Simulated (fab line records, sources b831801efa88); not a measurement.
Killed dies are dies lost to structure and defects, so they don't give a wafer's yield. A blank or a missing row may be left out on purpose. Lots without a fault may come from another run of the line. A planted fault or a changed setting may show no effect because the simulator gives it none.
Which tool did it? | flow sky130 | 14 lots, 42 wafers sampled, at 5 steps of a route of 708

WHAT THE GAUGES READ, wafer by wafer
SKY_DNWELL_TW_MEAS_09.
lot  | measured    | on            | DNWELL_TW
L573 | day 3 06:38 | film_metro-03 | 1100 1098 1108
L575 | day 3 18:05 | film_metro-01 | 1116 1111 1114
L576 | day 3 20:15 | film_metro-04 | 1131 1139 1136
L580 | day 4 18:57 | film_metro-01 | 1111 1113 1103
L581 | day 4 23:58 | film_metro-04 | 1132 1133 1121
L584 | day 5 15:32 | film_metro-03 | 1102 1101 1098
L585 | day 5 22:09 | film_metro-04 | 1121 1124 1124
L588 | day 6 19:13 | film_metro-03 | 1109 1118 1105
L590 | day 7 01:17 | film_metro-04 | 1125 1122 1128
L591 | day 7 05:28 | film_metro-03 | 1092 1098 1101
L592 | day 7 14:58 | film_metro-03 | 1103 1101 1103
L593 | day 7 16:47 | film_metro-01 | 1110 1104 1106
L594 | day 8 04:18 | film_metro-03 | 1116 1104 1105
L595 | day 8 13:27 | film_metro-04 | 1116 1114 1117

SKY_VT_ADJUST_HVTP_CD_MEAS_07: target cd 380 nm.
lot  | measured     | on        | cd_nm (nm)
L573 | day 6 04:41  | cd_sem-02 | 379.9 378.0 379.8
L575 | day 6 20:32  | cd_sem-02 | 379.5 380.2 380.0
L576 | day 6 22:01  | cd_sem-02 | 382.5 381.5 383.4
L580 | day 7 22:11  | cd_sem-02 | 380.5 381.0 380.6
L581 | day 8 05:57  | cd_sem-02 | 380.4 380.2 379.0
L584 | day 9 00:26  | cd_sem-01 | 384.1 384.3 385.5
L585 | day 9 07:40  | cd_sem-01 | 379.0 380.6 381.5
L588 | day 10 07:19 | cd_sem-01 | 379.4 379.5 380.4
L590 | day 10 14:53 | cd_sem-02 | 378.8 380.9 383.5
L591 | day 10 21:43 | cd_sem-02 | 377.5 378.7 378.0
L592 | day 11 04:43 | cd_sem-02 | 380.3 382.0 377.7
L593 | day 11 08:32 | cd_sem-01 | 378.4 377.4 377.3
L594 | day 12 00:41 | cd_sem-01 | 378.4 379.1 380.9
L595 | day 12 11:14 | cd_sem-02 | 381.2 379.3 379.6

SKY_VT_ADJUST_HVTP_TW_MEAS_11.
lot  | measured     | on            | VT_ADJUST_HVTP_TW
L573 | day 6 05:06  | film_metro-03 | 1347 1340 1356
L575 | day 6 20:57  | film_metro-01 | 1357 1357 1357
L576 | day 6 22:25  | film_metro-03 | 1348 1352 1355
L580 | day 7 22:36  | film_metro-03 | 1303 1294 1305
L581 | day 8 06:20  | film_metro-02 | 1339 1345 1352
L584 | day 9 00:51  | film_metro-02 | 1290 1293 1295
L585 | day 9 08:04  | film_metro-02 | 1293 1289 1297
L588 | day 10 07:43 | film_metro-03 | 1342 1341 1345
L590 | day 10 15:18 | film_metro-03 | 1346 1342 1342
L591 | day 10 22:07 | film_metro-03 | 1339 1340 1345
L592 | day 11 05:07 | film_metro-02 | 1339 1347 1343
L593 | day 11 08:56 | film_metro-02 | 1350 1352 1343
L594 | day 12 01:28 | film_metro-01 | 1346 1349 1350
L595 | day 12 11:39 | film_metro-01 | 1341 1348 1341

SKY_VT_ADJUST_LVTN_OVL_MEAS_07.
lot  | measured     | on         | VT_ADJUST_LVTN_OVL (nm)
L573 | day 7 00:42  | overlay-01 | 0.6 -1.7 -0.1
L575 | day 7 16:27  | overlay-01 | 0.8 0.1 -2.4
L576 | day 7 17:51  | overlay-02 | -2.7 -2.4 -1.1
L580 | day 8 19:12  | overlay-02 | -2.6 -0.3 -3.8
L581 | day 9 03:19  | overlay-02 | 1.3 0.7 -0.8
L584 | day 9 23:47  | overlay-02 | -2.2 -0.3 -2.0
L585 | day 10 06:03 | overlay-01 | -1.7 -1.0 -1.2
L588 | day 11 06:15 | overlay-01 | 0.3 0.6 -0.3
L590 | day 11 14:20 | overlay-02 | -0.5 0.0 -0.8
L591 | day 11 21:33 | overlay-01 | -0.3 1.6 0.7
L592 | day 12 04:34 | overlay-02 | -2.7 -0.3 -1.7
L593 | day 12 09:12 | overlay-01 | -0.3 1.2 0.5
L594 | day 13 02:00 | overlay-01 | -1.1 -1.4 -1.6
L595 | day 13 12:23 | overlay-01 | 1.3 0.2 -1.2

WHICH TOOL RAN EACH LOT (tool, then ch and the chambers of the sampled wafers, then the start)
lot  | SKY_VT_ADJUST_HVTP_IMPLANT_09
L573 | implanter-03 ch 0, day 6 04:51
L575 | implanter-03 ch 0, day 6 20:42
L576 | implanter-02 ch 0, day 6 22:10
L580 | implanter-03 ch 0, day 7 22:21
L581 | implanter-04 ch 0, day 8 06:07
L584 | implanter-03 ch 0, day 9 00:36
L585 | implanter-03 ch 0, day 9 07:49
L588 | implanter-02 ch 0, day 10 07:29
L590 | implanter-02 ch 0, day 10 15:03
L591 | implanter-02 ch 0, day 10 21:53
L592 | implanter-02 ch 0, day 11 04:53
L593 | implanter-02 ch 0, day 11 08:41
L594 | implanter-02 ch 0, day 12 01:13
L595 | implanter-04 ch 0, day 12 11:24
- SKY_VT_ADJUST_HVTP_IMPLANT_09

WHAT THE TOOLS THEMSELVES READ (means of the sampled wafers that have a number; where no wafer has one, the mark that the record gives instead)
SKY_VT_ADJUST_HVTP_IMPLANT_09.
lot  | tool         | dose_ions_cm2 | faraday_current_uA
L573 | implanter-03 | 4.302e+12     | 24.1
L575 | implanter-03 | 4.301e+12     | 24.5
L576 | implanter-02 | 4.302e+12     | 24.1
L580 | implanter-03 | 3.892e+12     | 22.1
L581 | implanter-04 | 4.301e+12     | 24.4
L584 | implanter-03 | 3.892e+12     | 21.9
L585 | implanter-03 | 3.889e+12     | 21.6
L588 | implanter-02 | 4.301e+12     | 24.5
L590 | implanter-02 | 4.302e+12     | 24.2
L591 | implanter-02 | 4.298e+12     | 24.5
L592 | implanter-02 | 4.296e+12     | 24.3
L593 | implanter-02 | 4.301e+12     | 24.1
L594 | implanter-02 | 4.303e+12     | 24.2
L595 | implanter-04 | 4.301e+12     | 25.0

THE ANSWER, worked out from the rows above alone
Rule: what is usual is taken from the lots themselves. Put in order of their means at a reading, lots are off if they are a third of the lots or fewer, leave a main group of 4 or more, and stand apart from it by a gap of 3 or more times the standard deviation of the main group's means; of several such gaps the widest counts. A main group whose means are all the same, to the digits that the tables above print for the reading, isn't used. A lot without any number at a reading at which 4 lots or more have one is off too. The other lots that the step has rows for count as sound. The gauges are gone through in route order, then the tools' own readings, and for those a lot's mean is taken as printed above. The first step at which some lot is off is used, and at that step the reading that is off furthest; a lot without a number counts as furthest.
Off: L580, L584, L585, at SKY_VT_ADJUST_HVTP_TW_MEAS_11 (VT_ADJUST_HVTP_TW). The main group: mean 1347, standard deviation 4.5.
A tool fits if, at a process step before that reading, it ran every lot that is off, and no sound lot after the first of them. The gauges at SKY_VT_ADJUST_HVTP_TW_MEAS_11 aren't tried: what is off there is off at SKY_VT_ADJUST_HVTP_IMPLANT_09 too, on other tools, and a gauge's error can't cause that. One fits: implanter-03 at SKY_VT_ADJUST_HVTP_IMPLANT_09. Its last sound lot is L575 (day 6 20:42), its first lot that is off L580 (day 7 22:21): a fault that began between those two fits.
The tool's own readings at SKY_VT_ADJUST_HVTP_IMPLANT_09 bear it out: on the lots that are off they differ by more than 5 times the standard deviation of the sound lots' means. dose_ions_cm2 reads 3.891e+12 there against 4.301e+12 on the sound lots; faraday_current_uA reads 21.9 there against 24.4 on the sound lots.

WHAT THE SIMULATOR HAD PUT IN
Process parameter drift: implanter-03, from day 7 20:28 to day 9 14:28, at SKY_VT_ADJUST_HVTP_IMPLANT_09. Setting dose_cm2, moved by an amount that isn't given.
Lots struck among those shown: L580, L584, L585. The rule above found the same.
